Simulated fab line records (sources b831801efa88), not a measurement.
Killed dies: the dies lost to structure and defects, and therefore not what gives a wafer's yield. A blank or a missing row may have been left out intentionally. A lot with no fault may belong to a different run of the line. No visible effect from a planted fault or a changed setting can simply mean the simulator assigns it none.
Problem report in the 8D (eight disciplines) form, filled by code :: flow sky130 :: the parts of the form that need people (team, actions taken, sign-off) are left out

1. PROBLEM STATEMENT
killed_at_M0_to_M3 at SKY_PAD_OPEN_PROBE_99 reads a mean of 90 on 1 wafer of 1 lot; wafers without a fault read 44 with a standard deviation of 7. That is +6.6 standard deviations from the usual mean.
Seen first at day 49 20:39 on prober-02, wafer L159.5. The record has a number at this step for 36 wafers belonging to 12 lots. Rule for "out", or "out of limits": more than 4 standard deviations from the usual mean. The rest of the wafers with a number are treated as sound.

2. WHAT IT IS, WHAT IT ISN'T
question: which readings at this step
is: killed_at_M0_to_M3, defect_limited_yield, killed_dies, sort_bin_3_pad_short, sort_bin_5_function, sort_n_pass, sort_yield_pct
is not: killed_at_M4_up, killed_at_contacts, killed_at_front_end, killed_at_other, killed_short, sort_bin_6_memory

question: which lots
is: L159
is not: L142, L143, L144, L145, L146, L147, L148, L149, L150, L151, L155

question: which wafers of those lots
is: L159.5
is not: L159.2, L159.6

question: read on which tools
is: prober-02
is not: prober-01

question: when
is: from day 49 20:39
is not: up to then (34 sound wafers); but 1 sound wafer of L159 came after

3. THE SUSPECTS, EACH WITH WHAT RULES IT OUT
Counting: if a tool at a process step up to the reading ran every lot that is out, it stays a suspect. Sound lots after the first of them don't rule it out here, since some wafers of a struck lot are sound.
- plasma_asher-03 at SKY_METAL1_STRIP_20 (strips in O2/N2): kept. It processed L159, the lot that is out, at day 38 10:04, and its most recent sound lot before then was L151 at day 36 05:16.
- rie_diel-04 at SKY_VIA1_ETCH_15 (etches SiO2 in C4F8/O2/Ar, stops on TiN, target depth 351 nm, time 54 s): kept. It processed L159, the lot that is out, at day 39 12:29, and its most recent sound lot before then was L150 at day 36 10:23.
- pvd_sputter-01 at SKY_METAL2_SPUTTER_01 (material TiN, target thk 20 nm, time 16.7 s): kept. It processed L159, the lot that is out, at day 39 13:47, and its most recent sound lot before then was L155 at day 38 09:04.
- prober-02 at SKY_PAD_OPEN_PROBE_99: kept. It processed L159, the lot that is out, at day 49 20:30, and its most recent sound lot before then was L155 at day 48 22:08. On those wafers its own readings are out: defect_limited_yield, killed_at_M0_to_M3, killed_dies, sort_bin_3_pad_short, sort_bin_5_function, sort_n_pass, sort_yield_pct.
- Within plasma_asher-03 at SKY_METAL1_STRIP_20, the wafers that are out were processed in chamber 1 and their sound lot-mates in chamber 0.
- Within rie_diel-04 at SKY_VIA1_ETCH_15, the wafers that are out were processed in chamber 3 and their sound lot-mates in chamber 0.
Left after counting: plasma_asher-03 at SKY_METAL1_STRIP_20, rie_diel-04 at SKY_VIA1_ETCH_15, pvd_sputter-01 at SKY_METAL2_SPUTTER_01, prober-02 at SKY_PAD_OPEN_PROBE_99.

4. THE CAUSE (what the simulator had put in)
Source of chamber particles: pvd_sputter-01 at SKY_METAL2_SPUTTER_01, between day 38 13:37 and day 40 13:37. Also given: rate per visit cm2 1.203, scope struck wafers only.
Counting left 4 suspects, and this tool is among them.

5. SEQUENCE OF EFFECTS, ordered by route
Rows list readings where the struck wafers' mean (over those with a number) sits beyond 3 standard deviations from the usual. Only readings for which the record gives a usual standard deviation are gone through. hours: the time from each lot's start at the first step in this table that gives one to its start at this step, as a median over the lots. sigmas: the change in usual standard deviations.
hours: 0
step: SKY_PAD_OPEN_PROBE_99
reading: defect_limited_yield
usual: 82.4 %
on struck wafers: 73.8
change: -8.6
sigmas: -4.8

hours: 0
step: SKY_PAD_OPEN_PROBE_99
reading: killed_at_M0_to_M3
usual: 44
on struck wafers: 90
change: +46
sigmas: +6.6

hours: 0
step: SKY_PAD_OPEN_PROBE_99
reading: killed_dies
usual: 86
on struck wafers: 129
change: +43
sigmas: +4.9

hours: 0
step: SKY_PAD_OPEN_PROBE_99
reading: sort_bin_3_pad_short
usual: 0.9 %
on struck wafers: 3.7
change: +2.8
sigmas: +6.5

hours: 0
step: SKY_PAD_OPEN_PROBE_99
reading: sort_bin_5_function
usual: 10.4 %
on struck wafers: 16.5
change: +6.1
sigmas: +4.4

hours: 0
step: SKY_PAD_OPEN_PROBE_99
reading: sort_n_pass
usual: 406
on struck wafers: 363
change: -43
sigmas: -4.9

hours: 0
step: SKY_PAD_OPEN_PROBE_99
reading: sort_yield_pct
usual: 82.4 %
on struck wafers: 73.8
change: -8.6
sigmas: -4.8
Its process steps:
- SKY_PAD_OPEN_PROBE_99

6. WHAT WOULD HAVE CAUGHT IT SOONER
In this record no reading fell out of limits until day 49 20:39, 271 hours after the fault had begun at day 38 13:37.
An alarm limit of 4 standard deviations would not have fired on the tool readings at SKY_METAL2_SPUTTER_01 for which the record gives a usual standard deviation, since none of them was out on any struck wafer.
Each of the lots that are out, 1 in all, had begun SKY_METAL2_SPUTTER_01 on pvd_sputter-01 no later than day 49 20:39. Tool hold at that time: it would have spared none of them.
